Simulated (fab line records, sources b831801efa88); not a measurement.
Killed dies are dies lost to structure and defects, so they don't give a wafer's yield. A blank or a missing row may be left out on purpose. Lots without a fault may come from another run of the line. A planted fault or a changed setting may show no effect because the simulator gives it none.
Which tool did it? | flow gf180mcu | 24 lots, 72 wafers sampled, at 6 steps of a route of 602

WHAT THE GAUGES READ, wafer by wafer
GF_STI_THK_MEAS_22.
lot  | measured    | on            | STI_OXIDATION_01_THK (nm)
L074 | day 2 09:55 | film_metro-02 | 15.09 15.03 15.05
L075 | day 2 09:56 | film_metro-03 | 14.83 14.84 15.08
L076 | day 2 16:56 | film_metro-01 | 15.88 15.56 15.54
L077 | day 3 01:07 | film_metro-01 | 15.23 14.96 15.12
L078 | day 3 02:22 | film_metro-02 | 15.55 15.42 15.68
L079 | day 3 06:57 | film_metro-02 | 14.97 14.79 15.11
L080 | day 3 12:28 | film_metro-03 | 15.25 15.24 15.34
L081 | day 3 16:14 | film_metro-03 | 15.28 15.49 15.38
L082 | day 3 21:03 | film_metro-03 | 15.25 15.28 15.37
L083 | day 4 02:14 | film_metro-01 | 15.21 15.39 14.95
L084 | day 4 08:17 | film_metro-02 | 15.30 15.34 15.37
L085 | day 4 12:08 | film_metro-02 | 15.12 15.13 15.27
L086 | day 4 17:31 | film_metro-02 | 15.24 15.26 15.10
L087 | day 4 22:37 | film_metro-01 | 15.28 15.54 15.36
L088 | day 5 04:25 | film_metro-01 | 15.48 15.36 15.38
L089 | day 5 08:34 | film_metro-01 | 14.86 14.65 14.87
L090 | day 5 14:33 | film_metro-02 | 15.30 15.28 15.18
L091 | day 5 18:34 | film_metro-01 | 15.28 15.16 15.03
L092 | day 6 01:32 | film_metro-02 | 15.15 15.07 15.05
L093 | day 6 05:50 | film_metro-02 | 15.09 15.05 15.16
L094 | day 6 11:25 | film_metro-03 | 15.14 15.16 15.04
L095 | day 6 16:31 | film_metro-02 | 15.23 15.40 15.24
L096 | day 6 22:47 | film_metro-02 | 15.03 14.67 14.85
L097 | day 7 03:40 | film_metro-01 | 15.37 15.46 15.52

GF_LVPWELL_TW_MEAS_11.
lot  | measured    | on            | LVPWELL_TW
L074 | day 4 06:58 | film_metro-03 | 569 568 569
L075 | day 4 07:20 | film_metro-01 | 563 559 560
L076 | day 4 13:16 | film_metro-01 | 560 558 559
L077 | day 4 22:10 | film_metro-04 | 565 567 568
L078 | day 4 23:28 | film_metro-04 | 567 567 566
L079 | day 5 06:16 | film_metro-03 | 563 564 564
L080 | day 5 10:55 | film_metro-01 | 551 556 557
L081 | day 5 16:13 | film_metro-03 | 564 564 563
L082 | day 5 20:07 | film_metro-04 | 563 564 561
L083 | day 6 03:46 | film_metro-03 | 564 567 566
L084 | day 6 08:16 | film_metro-03 | 568 565 569
L085 | day 6 13:22 | film_metro-04 | 568 567 566
L086 | day 6 17:34 | film_metro-01 | 559 554 559
L087 | day 7 00:52 | film_metro-01 | 557 556 555
L088 | day 7 06:52 | film_metro-03 | 566 567 568
L089 | day 7 10:10 | film_metro-03 | 563 566 563
L090 | day 7 17:32 | film_metro-01 | 555 555 557
L091 | day 7 23:10 | film_metro-03 | 567 565 568
L092 | day 8 05:17 | film_metro-04 | 563 564 565
L093 | day 8 09:52 | film_metro-04 | 562 559 562
L094 | day 8 16:55 | film_metro-04 | 563 561 565
L095 | day 8 21:07 | film_metro-01 | 557 556 557
L096 | day 9 04:10 | film_metro-01 | 559 559 563
L097 | day 9 10:47 | film_metro-01 | 558 562 559

GF_SAB_THK_MEAS_01.
lot  | measured     | on            | SAB_CVD_00_THK (nm)
L074 | day 15 01:26 | film_metro-03 | 49.2 48.7 49.3
L075 | day 15 08:43 | film_metro-01 | 49.9 50.3 50.6
L076 | day 15 14:02 | film_metro-02 | 50.4 50.0 50.6
L077 | day 16 05:02 | film_metro-03 | 49.8 49.8 51.0
L078 | day 16 15:50 | film_metro-02 | 50.4 51.0 49.7
L079 | day 16 23:38 | film_metro-02 | 49.0 49.1 50.0
L080 | day 16 23:46 | film_metro-03 | 49.0 48.9 49.0
L081 | day 17 15:08 | film_metro-01 | 48.9 50.6 50.2
L082 | day 17 15:20 | film_metro-03 | 49.2 50.3 50.1
L083 | day 18 06:20 | film_metro-02 | 48.7 49.9 51.0
L084 | day 18 13:22 | film_metro-02 | 49.9 49.0 50.3
L085 | day 18 23:41 | film_metro-03 | 49.4 48.9 49.7
L086 | day 19 00:38 | film_metro-03 | 50.5 51.3 50.9
L087 | day 19 12:35 | film_metro-01 | 49.6 48.9 50.8
L088 | day 19 18:59 | film_metro-02 | 48.5 49.7 49.9
L089 | day 20 07:11 | film_metro-02 | 49.9 49.1 49.6
L090 | day 20 11:46 | film_metro-02 | 49.4 50.0 50.0
L091 | day 20 22:20 | film_metro-03 | 49.5 48.9 50.6
L092 | day 21 03:45 | film_metro-01 | 49.3 49.9 51.1
L093 | day 21 09:59 | film_metro-01 | 48.7 48.4 48.8
L094 | day 21 19:55 | film_metro-01 | 48.9 49.1 49.3
L095 | day 22 03:11 | film_metro-02 | 48.7 49.4 49.5
L096 | day 22 11:50 | film_metro-03 | 50.6 51.0 51.4
L097 | day 22 22:06 | film_metro-02 | 49.2 51.6 50.4

GF_V3_THK_MEAS_25: measures by xrf.
lot  | measured     | on            | V3_W_THK (nm)
L074 | day 23 12:57 | film_metro-03 | 369 365 368
L075 | day 23 22:49 | film_metro-03 | 362 373 357
L076 | day 24 00:33 | film_metro-01 | 354 367 369
L077 | day 24 15:41 | film_metro-03 | 360 361 361
L078 | day 25 01:05 | film_metro-02 | 355 341 340
L079 | day 25 06:14 | film_metro-02 | 361 362 345
L080 | day 25 07:11 | film_metro-02 | 365 348 351
L081 | day 25 23:12 | film_metro-03 | 359 356 373
L082 | day 25 23:17 | film_metro-02 | 352 350 354
L083 | day 26 11:38 | film_metro-02 | 350 353 347
L084 | day 26 17:11 | film_metro-03 | 362 362 364
L085 | day 27 03:26 | film_metro-02 | 366 346 364
L086 | day 27 03:49 | film_metro-01 | 355 355 354
L087 | day 27 12:59 | film_metro-01 | 351 350 353
L088 | day 27 16:54 | film_metro-03 | 358 356 367
L089 | day 28 02:40 | film_metro-02 | 354 354 356
L090 | day 28 08:54 | film_metro-02 | 352 349 367
L091 | day 28 16:45 | film_metro-02 | 351 355 355
L092 | day 28 21:31 | film_metro-01 | 355 356 354
L093 | day 28 23:46 | film_metro-03 | 358 359 361
L094 | day 29 08:01 | film_metro-02 | 353 350 352
L095 | day 29 15:57 | film_metro-03 | 367 363 357
L096 | day 29 21:53 | film_metro-03 | 358 361 365
L097 | day 30 07:59 | film_metro-02 | 352 350 366

GF_M4_OVL_MEAS_15.
lot  | measured     | on         | M4_OVL (nm)
L074 | day 24 12:11 | overlay-01 | -4 -5 -6
L075 | day 24 20:24 | overlay-02 | 4 2 -1
L076 | day 24 21:53 | overlay-02 | 6 8 0
L077 | day 25 12:25 | overlay-01 | 1 1 1
L078 | day 25 22:50 | overlay-02 | 15 8 8
L079 | day 26 04:22 | overlay-02 | 2 -3 -1
L080 | day 26 04:47 | overlay-01 | 2 1 3
L081 | day 26 21:05 | overlay-01 | -1 -1 -1
L082 | day 26 21:26 | overlay-02 | -1 5 -1
L083 | day 27 08:50 | overlay-01 | -1 2 -1
L084 | day 27 14:20 | overlay-01 | 1 8 1
L085 | day 28 00:20 | overlay-01 | 2 4 -2
L086 | day 28 00:41 | overlay-01 | -1 -3 0
L087 | day 28 09:08 | overlay-01 | -3 -1 -3
L088 | day 28 13:28 | overlay-01 | 0 3 -3
L089 | day 28 23:13 | overlay-02 | -7 -3 -3
L090 | day 29 05:20 | overlay-01 | -1 -5 3
L091 | day 29 13:07 | overlay-02 | 5 4 -2
L092 | day 29 17:17 | overlay-02 | 6 6 1
L093 | day 29 19:49 | overlay-02 | 4 2 3
L094 | day 30 04:20 | overlay-01 | 11 4 9
L095 | day 30 12:00 | overlay-02 | -6 -16 -9
L096 | day 30 17:05 | overlay-01 | 5 -4 -2
L097 | day 31 02:33 | overlay-02 | 0 0 3

WHICH TOOL RAN EACH LOT (tool, then ch and the chambers of the sampled wafers, then the start)
lot  | GF_SAB_STRIP_13
L074 | plasma_asher-01 ch 0,1, day 16 00:02
L075 | plasma_asher-01 ch 0,1, day 16 07:49
L076 | plasma_asher-04 ch 0,1, day 16 12:41
L077 | plasma_asher-02 ch 0,1, day 17 04:42
L078 | plasma_asher-02 ch 0,1, day 17 16:17
L079 | plasma_asher-01 ch 0,1, day 17 23:55
L080 | plasma_asher-04 ch 0,1, day 18 00:02
L081 | plasma_asher-02 ch 0,1, day 18 15:35
L082 | plasma_asher-02 ch 0,1, day 18 15:58
L083 | plasma_asher-01 ch 0,1, day 19 06:55
L084 | plasma_asher-04 ch 0, day 19 14:52
L085 | plasma_asher-02 ch 0,1, day 20 01:04
L086 | plasma_asher-04 ch 0,1, day 20 02:40
L087 | plasma_asher-02 ch 0,1, day 20 13:28
L088 | plasma_asher-01 ch 0,1, day 20 19:40
L089 | plasma_asher-01 ch 0,1, day 21 07:46
L090 | plasma_asher-04 ch 0,1, day 21 12:51
L091 | plasma_asher-04 ch 0,1, day 21 23:20
L092 | plasma_asher-04 ch 0,1, day 22 04:07
L093 | plasma_asher-01 ch 0,1, day 22 10:34
L094 | plasma_asher-02 ch 0,1, day 22 19:37
L095 | plasma_asher-01 ch 0,1, day 23 03:25
L096 | plasma_asher-01 ch 0,1, day 23 11:13
L097 | plasma_asher-01 ch 0,1, day 23 21:07
- GF_SAB_STRIP_13: strips in O2/N2.

WHAT THE TOOLS THEMSELVES READ (means of the sampled wafers that have a number; where no wafer has one, the mark that the record gives instead)
GF_SAB_STRIP_13.
lot  | tool            | drypump_motor_current_A (A) | heater_power_w (W) | oes_product_au (a.u.) | strip_time_to_endpoint_s (s)
L074 | plasma_asher-01 | 5.7                         | 319                | 0.707                 | 12.61
L075 | plasma_asher-01 | 5.7                         | 317                | 0.710                 | 12.56
L076 | plasma_asher-04 | 6.3                         | 342                | 0.709                 | 12.66
L077 | plasma_asher-02 | 5.5                         | 326                | 0.708                 | 12.60
L078 | plasma_asher-02 | 5.3                         | 335                | 0.711                 | 12.61
L079 | plasma_asher-01 | 5.7                         | 312                | 0.709                 | 12.68
L080 | plasma_asher-04 | 6.5                         | 333                | 0.711                 | 12.59
L081 | plasma_asher-02 | 5.5                         | 331                | 0.704                 | 12.60
L082 | plasma_asher-02 | 5.3                         | 332                | 0.708                 | 12.58
L083 | plasma_asher-01 | 5.5                         | 325                | 0.708                 | 12.63
L084 | plasma_asher-04 | 6.1                         | 355                | 0.707                 | 12.63
L085 | plasma_asher-02 | 5.4                         | 330                | 0.708                 | 12.56
L086 | plasma_asher-04 | 6.3                         | 339                | 0.705                 | 12.65
L087 | plasma_asher-02 | 5.5                         | 326                | 0.712                 | 12.58
L088 | plasma_asher-01 | 5.7                         | 324                | 0.712                 | 12.62
L089 | plasma_asher-01 | 5.4                         | 325                | 0.707                 | 12.63
L090 | plasma_asher-04 | 6.5                         | 326                | 0.709                 | 12.57
L091 | plasma_asher-04 | 6.5                         | 332                | 0.711                 | 12.60
L092 | plasma_asher-04 | 6.5                         | 333                | 0.710                 | 12.61
L093 | plasma_asher-01 | 5.7                         | 321                | 0.708                 | 12.58
L094 | plasma_asher-02 | 5.3                         | 335                | 0.714                 | 12.63
L095 | plasma_asher-01 | 5.7                         | 325                | 0.713                 | 12.64
L096 | plasma_asher-01 | 5.7                         | 325                | 0.707                 | 12.62
L097 | plasma_asher-01 | 5.7                         | 325                | 0.714                 | 12.61

THE ANSWER, worked out from the rows above alone
Rule: what is usual is taken from the lots themselves. Put in order of their means at a reading, lots are off if they are a third of the lots or fewer, leave a main group of 4 or more, and stand apart from it by a gap of 3 or more times the standard deviation of the main group's means; of several such gaps the widest counts. A main group whose means are all the same, to the digits that the tables above print for the reading, isn't used. A lot without any number at a reading at which 4 lots or more have one is off too. The other lots that the step has rows for count as sound. The gauges are gone through in route order, then the tools' own readings, and for those a lot's mean is taken as printed above. The first step at which some lot is off is used, and at that step the reading that is off furthest; a lot without a number counts as furthest.
No lot is off at any reading shown: from this, nothing can be told.

WHAT THE SIMULATOR HAD PUT IN
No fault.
